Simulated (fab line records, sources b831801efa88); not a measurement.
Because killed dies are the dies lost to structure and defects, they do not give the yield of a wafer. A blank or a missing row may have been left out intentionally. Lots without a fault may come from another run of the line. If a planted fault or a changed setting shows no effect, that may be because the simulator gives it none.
fab line records ; flow sky130 ; part 1 of 2: steps 1 to 26 of 35
record: lots: 5; wafers: 15; lastDay: 49
route steps=708 shown POLY_GATE@225 LDD_N@237 LDD_P@255
lots untouched by any fault: they come from a run of this same line in which no faults occurred
startH: hours from the record's first day to the start of the lot's first wafer shown ; waitH: how many hours have passed since the lot's step before this one ; " repeats the value in the row above ; L1.1+2: a row that stands for several wafers ; - no value present, or no start provided ; * or withheld: withheld ; < > ~ a bound
route shown NAME@n: a module of which the file shows steps, and the number in the route of the first ; usual: average and standard deviation across the fault-free wafers ; same: alike in all rows ; chamber/n: place in a boat ; sites: per-site readings ; _std_site: how widely they spread, as a standard deviation ; _edge_site: mean of outer sites minus mean of inner sites ; radiusMm: for every site, how far away it sits from the centre of the wafer ; mask NAME#n: copy n ; behind: the most recent tool/chamber to have shaped the wafer ; hold: why the lot went on hold/how many hours it stayed there/how the hold came to an end ; device: which transistor (n, p or np) failed to switch ; end of line: tests run on the same wafers once the route is complete ; where a step has no rows: the recipe by itself ; killed: not the wafer's yield, but the dies lost to structure and defects at the first sort ; map: a wafer's dies, x killed, . not, _ none there
set.NAME: the setting as run; set.NAME@STEP: as run at that earlier step ; model.NAME: the simulator's own value behind a step, which no gauge read
lots at some steps of the route; a table a step, a row a wafer
services: the hour from which a tool's chamber was out of use, counted from the record's first day as startH (under 0 if before that day), plus the number of hours and why
== steps ==
step: SKY_POLY_GATE_PEB_11
recipe: pebTempC: withheld; pebTimeS: withheld; resist: KrF-thick
lot.wafer;tool;chamber;startH;waitH
L075.1+4+5;lithoTrack-04;0;-;-
L085.2+5+6;lithoTrack-01;0;-;-
L084.1+5+6;lithoTrack-02;0;-;-
L087.1+3+4;lithoTrack-04;0;-;-
L092.2+4+6;lithoTrack-01;0;-;-
step: SKY_POLY_GATE_DEVELOP_12
recipe: developTimeS: 60; resist: KrF-thick; devTempC: 21
lot.wafer;tool;chamber;startH;waitH
L075.1+4+5;lithoTrack-04;0;-;-
L085.2+5+6;lithoTrack-01;0;-;-
L084.1+5+6;lithoTrack-02;0;-;-
L087.1+3+4;lithoTrack-04;0;-;-
L092.2+4+6;lithoTrack-01;0;-;-
step: SKY_POLY_GATE_CD_MEAS_13
recipe: targetCdNm: 150
usual: cdNm: 150.3/1.1
lot.wafer;tool;chamber;startH;waitH;cdNm
L075.1;cdSem-01;-;378.71;-;150.4
L075.4;cdSem-01;-;378.71;-;148.6
L075.5;cdSem-01;-;378.71;-;150.5
L085.2;cdSem-02;-;461.84;-;151.6
L085.5;cdSem-02;-;461.84;-;152.0
L085.6;cdSem-02;-;461.84;-;151.3
L084.1;cdSem-01;-;463.19;-;150.0
L084.5;cdSem-01;-;463.19;-;150.1
L084.6;cdSem-01;-;463.19;-;148.6
L087.1;cdSem-02;-;482.06;-;151.6
L087.3;cdSem-02;-;482.06;-;152.3
L087.4;cdSem-02;-;482.06;-;150.7
L092.2;cdSem-02;-;533.49;-;150.9
L092.4;cdSem-02;-;533.49;-;150.3
L092.6;cdSem-02;-;533.49;-;150.7
step: SKY_POLY_GATE_OVL_MEAS_14
usual: POLY_GATE_OVL: 4/5.3
lot.wafer;tool;chamber;startH;waitH;POLY_GATE_OVL[nm]
L075.1;overlay-02;-;378.83;0.1;1
L075.4;overlay-02;-;378.83;0.1;10
L075.5;overlay-02;-;378.83;0.1;6
L085.2;overlay-01;-;461.95;0.1;8
L085.5;overlay-01;-;461.95;0.1;0
L085.6;overlay-01;-;461.95;0.1;5
L084.1;overlay-02;-;463.31;0.1;-2
L084.5;overlay-02;-;463.31;0.1;-6
L084.6;overlay-02;-;463.31;0.1;2
L087.1;overlay-01;-;482.18;0.1;0
L087.3;overlay-01;-;482.18;0.1;5
L087.4;overlay-01;-;482.18;0.1;1
L092.2;overlay-02;-;533.60;0.1;10
L092.4;overlay-02;-;533.60;0.1;10
L092.6;overlay-02;-;533.60;0.1;6
step: SKY_POLY_GATE_ETCH_15
recipe: chemistry: N2/H2; target: BARC; ionEnergyEv: 200; sourceW: 500; biasW: 100; pressureMtorr: 30; n2FlowSccm: 100; h2FlowSccm: 200; stopOn: SiO2; timeS: 118.5; targetDepthA: 1100
usual: drypumpMotorCurrentA: 5.5/0.53; n2FlowSccm: 100.0/0.31; oesProductAu: 0.716/0.0046; throttleValvePct: 13.213/0.0087
lot.wafer;tool;chamber;startH;waitH;drypumpMotorCurrentA;n2FlowSccm;oesProductAu;rfHoursCounterH;throttleValvePct
L075.1;rieDiel-03;0;378.87;0.0;5.6;100.0;0.715;40;13.215
L075.4;rieDiel-03;3;378.87;0.0;5.4;99.9;0.715;-;13.210
L075.5;rieDiel-03;1;378.87;0.0;6.0;100.1;0.708;-;13.210
L085.2;rieDiel-03;2;461.98;0.0;6.6;100.0;0.717;3;13.204
L085.5;rieDiel-03;0;461.98;0.0;5.6;100.2;0.709;-;13.204
L085.6;rieDiel-03;3;461.98;0.0;5.4;99.9;0.715;-;13.213
L084.1;rieDiel-04;3;463.34;0.0;5.1;100.1;0.718;99;13.199
L084.5;rieDiel-04;0;463.34;0.0;5.0;100.2;0.709;-;13.209
L084.6;rieDiel-04;1;463.34;0.0;6.0;100.6;0.715;-;13.215
L087.1;rieDiel-01;2;482.22;0.0;5.0;99.6;0.715;13;13.212
L087.3;rieDiel-01;1;482.22;0.0;6.1;99.7;0.706;85;13.212
L087.4;rieDiel-01;3;482.22;0.0;6.0;100.0;0.716;25;13.213
L092.2;rieDiel-04;2;533.63;0.0;5.2;99.8;0.709;2;13.223
L092.4;rieDiel-04;3;533.63;0.0;5.2;100.1;0.712;1;13.218
L092.6;rieDiel-04;1;533.63;0.0;6.0;100.6;0.715;-;13.205
step: SKY_POLY_GATE_ETCH_16
recipe: stopOn: poly-Si; chemistry: CH3F/O2; target: Si3N4; sourceW: 400; biasW: 80; pressureMtorr: 25; ch3fFlowSccm: 40; O2_flow_sccm: 30; timeS: 147.5; targetDepthA: 750
usual: drypumpMotorCurrentA: 5.5/0.52; oesProductAu: 0.640/0.0051; throttleValvePct: 10.535/0.0092
lot.wafer;tool;chamber;startH;waitH;drypumpMotorCurrentA;oesProductAu;rfHoursCounterH;throttleValvePct
L075.1;rieDiel-03;0;378.95;0.0;5.6;0.646;40;10.518
L075.4;rieDiel-03;3;378.95;0.0;5.4;0.643;-;10.533
L075.5;rieDiel-03;1;378.95;0.0;6.0;0.642;-;10.532
L085.2;rieDiel-03;2;462.06;0.0;6.6;0.645;3;10.532
L085.5;rieDiel-03;0;462.06;0.0;5.6;0.642;-;10.536
L085.6;rieDiel-03;3;462.06;0.0;5.4;0.642;-;10.528
L084.1;rieDiel-04;3;463.42;0.0;5.1;0.634;99;10.529
L084.5;rieDiel-04;0;463.42;0.0;5.0;0.639;-;10.543
L084.6;rieDiel-04;1;463.42;0.0;6.0;0.633;-;10.524
L087.1;rieDiel-01;2;482.30;0.0;5.0;0.646;13;10.514
L087.3;rieDiel-01;1;482.30;0.0;6.0;0.636;85;10.539
L087.4;rieDiel-01;3;482.30;0.0;6.0;0.636;25;10.532
L092.2;rieDiel-04;2;533.71;0.0;5.2;0.629;2;10.512
L092.4;rieDiel-04;3;533.71;0.0;5.2;0.638;1;10.538
L092.6;rieDiel-04;1;533.71;0.0;6.0;0.631;-;10.541
step: SKY_POLY_GATE_ETCH_17
recipe: targetDepthNm: 180; stopOn: SiO2; overEtchFrac: 0.56667; chemistry: HBr/Cl2; target: poly-Si; icpW: 400; biasW: 100; pressureMtorr: 10; HBr_flow_sccm: 150; Cl2_flow_sccm: 50; timeS: 70.5
usual: drypumpMotorCurrentA: 5.81/0.26; oesProductAu: 0.985/0.0066; throttleValvePct: 33.684/0.0089
lot.wafer;tool;chamber;startH;waitH;drypumpMotorCurrentA;oesProductAu;rfHoursCounterH;throttleValvePct
L075.1;rieSi-02;1;379.05;0.0;5.66;0.979;2;33.695
L075.4;rieSi-02;0;379.05;0.0;5.65;0.981;0;33.697
L075.5;rieSi-02;1;379.05;0.0;5.66;0.979;-;33.690
L085.2;rieSi-01;1;462.16;0.0;5.29;0.988;52;33.676
L085.5;rieSi-01;0;462.16;0.0;6.07;0.983;-;33.697
L085.6;rieSi-01;1;462.16;0.0;5.28;0.988;-;33.675
L084.1;rieSi-02;0;463.52;0.0;5.64;0.986;1;33.689
L084.5;rieSi-02;0;463.52;0.0;5.64;0.977;-;33.686
L084.6;rieSi-02;3;463.52;0.0;5.65;0.985;-;33.681
L087.1;rieSi-01;0;482.40;0.0;6.07;0.979;34;33.699
L087.3;rieSi-01;1;482.40;0.0;5.27;0.976;52;33.685
L087.4;rieSi-01;2;482.40;0.0;5.95;0.979;55;33.688
L092.2;rieSi-01;2;533.81;0.0;5.97;0.984;0;33.681
L092.4;rieSi-01;2;533.81;0.0;5.96;0.984;-;33.678
L092.6;rieSi-01;3;533.81;0.0;6.13;0.998;-;33.678
step: SKY_POLY_GATE_STRIP_18
recipe: chemistry: O2/N2; powerW: 1400; pressureMtorr: 1500; platenTempC: withheld; o2FlowSccm: 3000; n2FlowSccm: 300; overashFraction: 0.5
usual: drypumpMotorCurrentA: 5.4/0.34; n2FlowSccm: 300.1/0.88; oesProductAu: 0.361/0.0049; stripTimeToEndpointS: 3.170/0.024
lot.wafer;tool;chamber;startH;waitH;drypumpMotorCurrentA;n2FlowSccm;oesProductAu;rfHoursCounterH;stripTimeToEndpointS
L075.1;plasmaAsher-03;1;379.10;0.0;5.8;300.4;0.352;55;3.200
L075.4;plasmaAsher-03;0;379.10;0.0;5.5;298.6;0.351;-;3.202
L075.5;plasmaAsher-03;1;379.10;0.0;5.8;301.4;0.362;-;3.186
L085.2;plasmaAsher-02;0;462.22;0.0;5.0;301.3;0.359;35;3.132
L085.5;plasmaAsher-02;1;462.22;0.0;5.6;301.1;0.362;-;3.145
L085.6;plasmaAsher-02;0;462.22;0.0;4.9;301.3;0.363;-;3.187
L084.1;plasmaAsher-02;0;463.58;0.0;4.9;298.9;0.361;35;3.187
L084.5;plasmaAsher-02;1;463.58;0.0;5.6;299.5;0.358;-;3.164
L084.6;plasmaAsher-02;0;463.58;0.0;4.9;298.8;0.365;-;3.166
L087.1;plasmaAsher-03;0;482.45;0.0;5.5;299.7;0.357;64;3.121
L087.3;plasmaAsher-03;1;482.45;0.0;5.7;299.8;0.356;-;3.165
L087.4;plasmaAsher-03;0;482.45;0.0;5.5;299.9;0.358;-;3.176
L092.2;plasmaAsher-02;1;533.87;0.0;5.6;299.3;0.369;42;3.129
L092.4;plasmaAsher-02;1;533.87;0.0;5.6;299.4;0.365;-;3.152
L092.6;plasmaAsher-02;0;533.87;0.0;5.0;300.5;0.362;-;3.179
step: SKY_POLY_GATE_CLEAN_19
recipe: chemistry: SC1/SC2; mix: 1:4:20; tempC: 70; timeS: 150; dry: n2Spin
lot.wafer;tool;chamber;startH;waitH
L075.1+4+5;wetBench-02;0;379.20;0.1
L085.2+5+6;wetBench-03;2;462.32;0.1
L084.1+5+6;wetBench-03;2;463.68;0.1
L087.1+3+4;wetBench-03;2;482.55;0.1
L092.2+4+6;wetBench-04;1;533.97;0.1
step: SKY_POLY_GATE_OXIDATION_20
recipe: tempC: 850; ambient: O2; stabiliseS: 600; purgeS: 300; targetThkA: 40; oxTimeS: 899
usual: zonePowerUpperPct: 15.8/0.65
lot.wafer;tool;chamber;startH;waitH;zonePowerUpperPct
L075.1;furnace-02;0;380.20;0.9;15.0
L075.4;furnace-02;0;380.20;0.9;15.0
L075.5;furnace-02;0;380.20;0.9;15.1
L085.2;furnace-01;0;462.37;0.0;16.4
L085.5;furnace-01;0;462.37;0.0;16.6
L085.6;furnace-01;0;462.37;0.0;16.6
L084.1;furnace-02;0;464.46;0.7;15.0
L084.5;furnace-02;0;464.46;0.7;15.4
L084.6;furnace-02;0;464.46;0.7;15.2
L087.1;furnace-02;0;482.61;0.0;15.0
L087.3;furnace-02;0;482.61;0.0;15.2
L087.4;furnace-02;0;482.61;0.0;15.3
L092.2;furnace-01;0;534.02;0.0;16.3
L092.4;furnace-01;0;534.02;0.0;16.3
L092.6;furnace-01;0;534.02;0.0;16.3
step: SKY_POLY_GATE_THK_MEAS_21
recipe: reads: SiO2_of_POLY_GATE_OXIDATION_20
usual: POLY_GATE_OXIDATION_THK: 3.99/0.079
lot.wafer;tool;chamber;startH;waitH;POLY_GATE_OXIDATION_THK[nm]
L075.1;filmMetro-03;-;381.44;0.0;4.01
L075.4;filmMetro-03;-;381.44;0.0;4.02
L075.5;filmMetro-03;-;381.44;0.0;4.01
L085.2;filmMetro-04;-;463.63;0.0;4.08
L085.5;filmMetro-04;-;463.63;0.0;4.08
L085.6;filmMetro-04;-;463.63;0.0;4.04
L084.1;filmMetro-04;-;465.71;0.0;4.02
L084.5;filmMetro-04;-;465.71;0.0;4.01
L084.6;filmMetro-04;-;465.71;0.0;4.01
L087.1;filmMetro-03;-;483.86;0.0;3.98
L087.3;filmMetro-03;-;483.86;0.0;4.08
L087.4;filmMetro-03;-;483.86;0.0;4.03
L092.2;filmMetro-03;-;535.28;0.0;4.15
L092.4;filmMetro-03;-;535.28;0.0;4.10
L092.6;filmMetro-03;-;535.28;0.0;4.05
step: SKY_POLY_GATE_CD_MEAS_22
usual: cdNm: 150.6/1.9
lot.wafer;tool;chamber;startH;waitH;cdNm
L075.1;cdSem-01;-;381.50;0.1;149.9
L075.4;cdSem-01;-;381.50;0.1;145.0
L075.5;cdSem-01;-;381.50;0.1;148.4
L085.2;cdSem-01;-;463.71;0.1;152.3
L085.5;cdSem-01;-;463.71;0.1;148.2
L085.6;cdSem-01;-;463.71;0.1;152.6
L084.1;cdSem-02;-;465.77;0.1;149.1
L084.5;cdSem-02;-;465.77;0.1;149.1
L084.6;cdSem-02;-;465.77;0.1;148.6
L087.1;cdSem-01;-;483.92;0.1;151.7
L087.3;cdSem-01;-;483.92;0.1;151.6
L087.4;cdSem-01;-;483.92;0.1;149.6
L092.2;cdSem-02;-;535.36;0.1;151.7
L092.4;cdSem-02;-;535.36;0.1;149.3
L092.6;cdSem-02;-;535.36;0.1;150.2
step: SKY_LDD_N_DEHYDRATE_00
recipe: tempC: 200; timeS: 60
usual: heaterPowerTotalW: 160.39/0.14; plateTempC: 199.98/0.16
lot.wafer;tool;chamber;startH;waitH;heaterPowerTotalW;plateTempC
L075.1;lithoTrack-01;0;394.48;12.9;160.50;200.10
L075.4;lithoTrack-01;0;394.48;12.9;160.44;200.12
L075.5;lithoTrack-01;0;394.48;12.9;160.37;199.95
L085.2;lithoTrack-01;0;478.10;14.4;160.18;200.07
L085.5;lithoTrack-01;0;478.10;14.4;160.30;199.96
L085.6;lithoTrack-01;0;478.10;14.4;160.21;200.07
L084.1;lithoTrack-01;0;479.82;14.0;160.59;199.87
L084.5;lithoTrack-01;0;479.82;14.0;160.24;199.96
L084.6;lithoTrack-01;0;479.82;14.0;160.20;200.12
L087.1;lithoTrack-03;0;498.48;14.5;160.35;199.97
L087.3;lithoTrack-03;0;498.48;14.5;160.50;199.70
L087.4;lithoTrack-03;0;498.48;14.5;160.59;199.93
L092.2;lithoTrack-01;0;549.70;14.3;160.37;199.80
L092.4;lithoTrack-01;0;549.70;14.3;160.19;199.98
L092.6;lithoTrack-01;0;549.70;14.3;160.26;199.67
step: SKY_LDD_N_HMDS_01
recipe: primeTimeS: 60; primeTempC: 120
lot.wafer;tool;chamber;startH;waitH
L075.1+4+5;lithoTrack-01;0;394.63;0.1
L085.2+5+6;lithoTrack-01;0;478.25;0.1
L084.1+5+6;lithoTrack-01;0;479.97;0.1
L087.1+3+4;lithoTrack-03;0;498.63;0.1
L092.2+4+6;lithoTrack-01;0;549.85;0.1
step: SKY_LDD_N_COAT_02
recipe: resist: NOVOLAK; spinRpm: 3000; resistThkNm: 300
usual: dispensePressureKPa: 51/3
lot.wafer;tool;chamber;startH;waitH;dispensePressureKPa
L075.1;lithoTrack-01;0;394.78;0.1;54
L075.4;lithoTrack-01;0;394.78;0.1;54
L075.5;lithoTrack-01;0;394.78;0.1;54
L085.2;lithoTrack-01;0;478.40;0.1;54
L085.5;lithoTrack-01;0;478.40;0.1;54
L085.6;lithoTrack-01;0;478.40;0.1;54
L084.1;lithoTrack-01;0;480.12;0.1;54
L084.5;lithoTrack-01;0;480.12;0.1;54
L084.6;lithoTrack-01;0;480.12;0.1;54
L087.1;lithoTrack-03;0;498.78;0.1;49
L087.3;lithoTrack-03;0;498.78;0.1;49
L087.4;lithoTrack-03;0;498.78;0.1;49
L092.2;lithoTrack-01;0;550.00;0.1;54
L092.4;lithoTrack-01;0;550.00;0.1;54
L092.6;lithoTrack-01;0;550.00;0.1;54
step: SKY_LDD_N_SOFTBAKE_03
recipe: tempC: 90; timeS: 60; resist: NOVOLAK
usual: heaterPowerTotalW: 56.59/0.047; plateTempC: 90.02/0.13
lot.wafer;tool;chamber;startH;waitH;heaterPowerTotalW;plateTempC
L075.1;lithoTrack-01;0;394.93;0.1;56.52;90.01
L075.4;lithoTrack-01;0;394.93;0.1;56.66;90.08
L075.5;lithoTrack-01;0;394.93;0.1;56.63;90.01
L085.2;lithoTrack-01;0;478.55;0.1;56.53;90.02
L085.5;lithoTrack-01;0;478.55;0.1;56.59;89.97
L085.6;lithoTrack-01;0;478.55;0.1;56.62;90.04
L084.1;lithoTrack-01;0;480.27;0.1;56.57;90.05
L084.5;lithoTrack-01;0;480.27;0.1;56.69;89.79
L084.6;lithoTrack-01;0;480.27;0.1;56.56;89.94
L087.1;lithoTrack-03;0;498.93;0.1;56.54;90.06
L087.3;lithoTrack-03;0;498.93;0.1;56.52;90.15
L087.4;lithoTrack-03;0;498.93;0.1;56.51;89.87
L092.2;lithoTrack-01;0;550.15;0.1;56.59;90.03
L092.4;lithoTrack-01;0;550.15;0.1;56.61;90.36
L092.6;lithoTrack-01;0;550.15;0.1;56.59;90.18
step: SKY_LDD_N_EXPOSE_04
recipe: maskId: NTM; targetCdNm: 840; na: 0.6; sourceShape: conventional; sigmaOuter: 0.6; doseMj: 110
usual: stageVelMmS: 500.03/0.29
same: na: 0.6
lot.wafer;tool;chamber;startH;waitH;mask;stageVelMmS
L075.1;ilineStepper-01;0;-;-;NTM#0;500.38
L075.4;ilineStepper-01;0;-;-;NTM#0;500.12
L075.5;ilineStepper-01;0;-;-;NTM#0;500.09
L085.2;ilineStepper-01;0;-;-;NTM#0;499.91
L085.5;ilineStepper-01;0;-;-;NTM#0;500.04
L085.6;ilineStepper-01;0;-;-;NTM#0;500.22
L084.1;ilineStepper-01;0;-;-;NTM#0;500.38
L084.5;ilineStepper-01;0;-;-;NTM#0;500.07
L084.6;ilineStepper-01;0;-;-;NTM#0;499.50
L087.1;ilineStepper-02;0;-;-;NTM#0;499.99
L087.3;ilineStepper-02;0;-;-;NTM#0;499.95
L087.4;ilineStepper-02;0;-;-;NTM#0;500.10
L092.2;ilineStepper-01;0;-;-;NTM#0;500.49
L092.4;ilineStepper-01;0;-;-;NTM#0;500.39
L092.6;ilineStepper-01;0;-;-;NTM#0;500.51
step: SKY_LDD_N_PEB_05
recipe: tempC: withheld; timeS: *; resist: NOVOLAK
lot.wafer;tool;chamber;startH;waitH
L075.1+4+5;lithoTrack-03;0;-;-
L085.2+5+6;lithoTrack-03;0;-;-
L084.1+5+6;lithoTrack-01;0;-;-
L087.1+3+4;lithoTrack-01;0;-;-
L092.2+4+6;lithoTrack-03;0;-;-
step: SKY_LDD_N_DEVELOP_06
recipe: developTimeS: 60; devTempC: 23
lot.wafer;tool;chamber;startH;waitH
L075.1+4+5;lithoTrack-03;0;408.78;0.1
L085.2+5+6;lithoTrack-03;0;493.86;0.1
L084.1+5+6;lithoTrack-01;0;495.67;0.1
L087.1+3+4;lithoTrack-01;0;513.42;0.1
L092.2+4+6;lithoTrack-03;0;564.61;0.1
step: SKY_LDD_N_OVL_MEAS_07
usual: LDD_N_OVL: -0.3/1.1
lot.wafer;tool;chamber;startH;waitH;LDD_N_OVL[nm]
L075.1;overlay-01;-;408.93;0.1;-0.5
L075.4;overlay-01;-;408.93;0.1;-0.1
L075.5;overlay-01;-;408.93;0.1;0.0
L085.2;overlay-01;-;493.99;0.1;-1.2
L085.5;overlay-01;-;493.99;0.1;-0.5
L085.6;overlay-01;-;493.99;0.1;-1.8
L084.1;overlay-02;-;495.82;0.1;0.0
L084.5;overlay-02;-;495.82;0.1;-0.2
L084.6;overlay-02;-;495.82;0.1;-1.0
L087.1;overlay-02;-;513.57;0.1;1.1
L087.3;overlay-02;-;513.57;0.1;0.6
L087.4;overlay-02;-;513.57;0.1;1.2
L092.2;overlay-02;-;564.74;0.1;-0.7
L092.4;overlay-02;-;564.74;0.1;-1.7
L092.6;overlay-02;-;564.74;0.1;-0.7
step: SKY_LDD_N_IMPLANT_08
recipe: species: As; energyKev: 20; doseCm2: 7.5e+13; tiltDeg: withheld; rotationDeg: 23
usual: faradayCurrentUA: 423/8.2
lot.wafer;tool;chamber;startH;waitH;faradayCurrentUA
L075.1;implanter-04;0;408.97;0.0;421
L075.4;implanter-04;0;408.97;0.0;417
L075.5;implanter-04;0;408.97;0.0;422
L085.2;implanter-04;0;494.05;0.0;418
L085.5;implanter-04;0;494.05;0.0;423
L085.6;implanter-04;0;494.05;0.0;415
L084.1;implanter-02;0;495.86;0.0;418
L084.5;implanter-02;0;495.86;0.0;422
L084.6;implanter-02;0;495.86;0.0;421
L087.1;implanter-02;0;513.61;0.0;437
L087.3;implanter-02;0;513.61;0.0;432
L087.4;implanter-02;0;513.61;0.0;426
L092.2;implanter-01;0;564.79;0.0;431
L092.4;implanter-01;0;564.79;0.0;429
L092.6;implanter-01;0;564.79;0.0;431
step: SKY_LDD_N_IMPLANT_09
recipe: species: As; energyKev: 20; doseCm2: 7.5e+13; tiltDeg: withheld; rotationDeg: 113
usual: faradayCurrentUA: 423/7.3
lot.wafer;tool;chamber;startH;waitH;faradayCurrentUA
L075.1;implanter-04;0;409.12;0.1;428
L075.4;implanter-04;0;409.12;0.1;422
L075.5;implanter-04;0;409.12;0.1;418
L085.2;implanter-04;0;494.20;0.1;425
L085.5;implanter-04;0;494.20;0.1;422
L085.6;implanter-04;0;494.20;0.1;435
L084.1;implanter-02;0;496.01;0.1;423
L084.5;implanter-02;0;496.01;0.1;428
L084.6;implanter-02;0;496.01;0.1;432
L087.1;implanter-02;0;513.76;0.1;417
L087.3;implanter-02;0;513.76;0.1;419
L087.4;implanter-02;0;513.76;0.1;422
L092.2;implanter-01;0;564.94;0.1;410
L092.4;implanter-01;0;564.94;0.1;424
L092.6;implanter-01;0;564.94;0.1;413
step: SKY_LDD_N_IMPLANT_10
recipe: species: As; energyKev: 20; doseCm2: 7.5e+13; tiltDeg: withheld; rotationDeg: 203
usual: faradayCurrentUA: 422/8.7
lot.wafer;tool;chamber;startH;waitH;faradayCurrentUA
L075.1;implanter-04;0;409.27;0.1;434
L075.4;implanter-04;0;409.27;0.1;417
L075.5;implanter-04;0;409.27;0.1;421
L085.2;implanter-04;0;494.35;0.1;427
L085.5;implanter-04;0;494.35;0.1;430
L085.6;implanter-04;0;494.35;0.1;442
L084.1;implanter-02;0;496.16;0.1;408
L084.5;implanter-02;0;496.16;0.1;425
L084.6;implanter-02;0;496.16;0.1;427
L087.1;implanter-02;0;513.91;0.1;427
L087.3;implanter-02;0;513.91;0.1;410
L087.4;implanter-02;0;513.91;0.1;423
L092.2;implanter-01;0;565.09;0.1;430
L092.4;implanter-01;0;565.09;0.1;419
L092.6;implanter-01;0;565.09;0.1;430
step: SKY_LDD_N_IMPLANT_11
recipe: species: As; energyKev: 20; doseCm2: 7.5e+13; tiltDeg: withheld; rotationDeg: 293
usual: faradayCurrentUA: 422/9
lot.wafer;tool;chamber;startH;waitH;faradayCurrentUA
L075.1;implanter-04;0;409.42;0.1;404
L075.4;implanter-04;0;409.42;0.1;428
L075.5;implanter-04;0;409.42;0.1;419
L085.2;implanter-04;0;494.50;0.1;421
L085.5;implanter-04;0;494.50;0.1;416
L085.6;implanter-04;0;494.50;0.1;417
L084.1;implanter-02;0;496.31;0.1;433
L084.5;implanter-02;0;496.31;0.1;428
L084.6;implanter-02;0;496.31;0.1;427
L087.1;implanter-02;0;514.06;0.1;437
L087.3;implanter-02;0;514.06;0.1;434
L087.4;implanter-02;0;514.06;0.1;423
L092.2;implanter-01;0;565.24;0.1;437
L092.4;implanter-01;0;565.24;0.1;430
L092.6;implanter-01;0;565.24;0.1;434
step: SKY_LDD_N_IMPLANT_12
recipe: species: BF2; energyKev: 50; doseCm2: 5e+12; tiltDeg: 30; rotationDeg: 0
usual: faradayCurrentUA: 28.2/0.51
lot.wafer;tool;chamber;startH;waitH;faradayCurrentUA
L075.1;implanter-04;0;409.57;0.1;28.1
L075.4;implanter-04;0;409.57;0.1;28.1
L075.5;implanter-04;0;409.57;0.1;28.0
L085.2;implanter-04;0;494.65;0.1;29.1
L085.5;implanter-04;0;494.65;0.1;28.4
L085.6;implanter-04;0;494.65;0.1;29.3
L084.1;implanter-02;0;496.46;0.1;27.2
L084.5;implanter-02;0;496.46;0.1;27.6
L084.6;implanter-02;0;496.46;0.1;27.9
L087.1;implanter-02;0;514.21;0.1;28.8
L087.3;implanter-02;0;514.21;0.1;28.8
L087.4;implanter-02;0;514.21;0.1;28.0
L092.2;implanter-01;0;565.39;0.1;27.9
L092.4;implanter-01;0;565.39;0.1;28.6
L092.6;implanter-01;0;565.39;0.1;28.4
step: SKY_LDD_N_IMPLANT_13
recipe: species: BF2; energyKev: 50; doseCm2: 5e+12; tiltDeg: 30; rotationDeg: 90
usual: faradayCurrentUA: 28.2/0.57
lot.wafer;tool;chamber;startH;waitH;faradayCurrentUA
L075.1;implanter-04;0;409.72;0.1;30.0
L075.4;implanter-04;0;409.72;0.1;28.3
L075.5;implanter-04;0;409.72;0.1;28.7
L085.2;implanter-04;0;494.80;0.1;28.9
L085.5;implanter-04;0;494.80;0.1;27.4
L085.6;implanter-04;0;494.80;0.1;28.3
L084.1;implanter-02;0;496.61;0.1;27.6
L084.5;implanter-02;0;496.61;0.1;29.1
L084.6;implanter-02;0;496.61;0.1;28.4
L087.1;implanter-02;0;514.36;0.1;27.7
L087.3;implanter-02;0;514.36;0.1;28.5
L087.4;implanter-02;0;514.36;0.1;27.7
L092.2;implanter-01;0;565.54;0.1;28.5
L092.4;implanter-01;0;565.54;0.1;27.5
L092.6;implanter-01;0;565.54;0.1;27.4
